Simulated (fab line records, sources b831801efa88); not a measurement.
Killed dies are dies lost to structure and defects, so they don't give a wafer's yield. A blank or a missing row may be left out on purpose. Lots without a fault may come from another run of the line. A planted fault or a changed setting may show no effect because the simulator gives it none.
Chamber matching | flow gf180mcu | GF_STI_ETCH_14 on rie_si-01: 4 sister chambers
The step etches Si in HBr/Cl2/O2, target depth 360 nm, time 102.9 s. 4 wafers are shown with their chamber, then 7 later ones without.

WAFERS WITH THEIR CHAMBER
wafer  | chamber | drypump_motor_current_A (A)
L967.1 | 3       | 5.7
L967.4 | 1       | 6.6
L969.2 | 0       | 5.6
L969.5 | 2       | 6.0

WAFERS WITHOUT THEIR CHAMBER
wafer  | drypump_motor_current_A (A)
L969.6 | 6.7
L976.2 | 6.0
L976.3 | 6.6
L976.4 | 5.6
L978.2 | 5.7
L978.3 | 5.6
L978.4 | 6.0

WHICH CHAMBER EACH WENT THROUGH
wafer  | from the rows above | in truth
L969.6 | 1                   | 1
L976.2 | 2                   | 2
L976.3 | 1                   | 1
L976.4 | 0                   | 0
L978.2 | 3                   | 3
L978.3 | 0                   | 0
L978.4 | 2                   | 2
Placed correctly: 7 of 7. Can't be placed from these rows: 0. Placed wrongly: 0.
How it was worked out, from the rows above alone: a wafer's distance from a chamber is the root of the sum, over the readings, of the square of ((its reading less the chamber's mean) divided by the reading's scatter). The wafer belongs to the nearest chamber; if the next one is less than 2 further off, it can't be placed. A chamber's mean is the mean of its shown wafers. The scatter: with one shown wafer a chamber, the root of the mean of the squares of how far each hidden wafer lies from its nearest shown one.
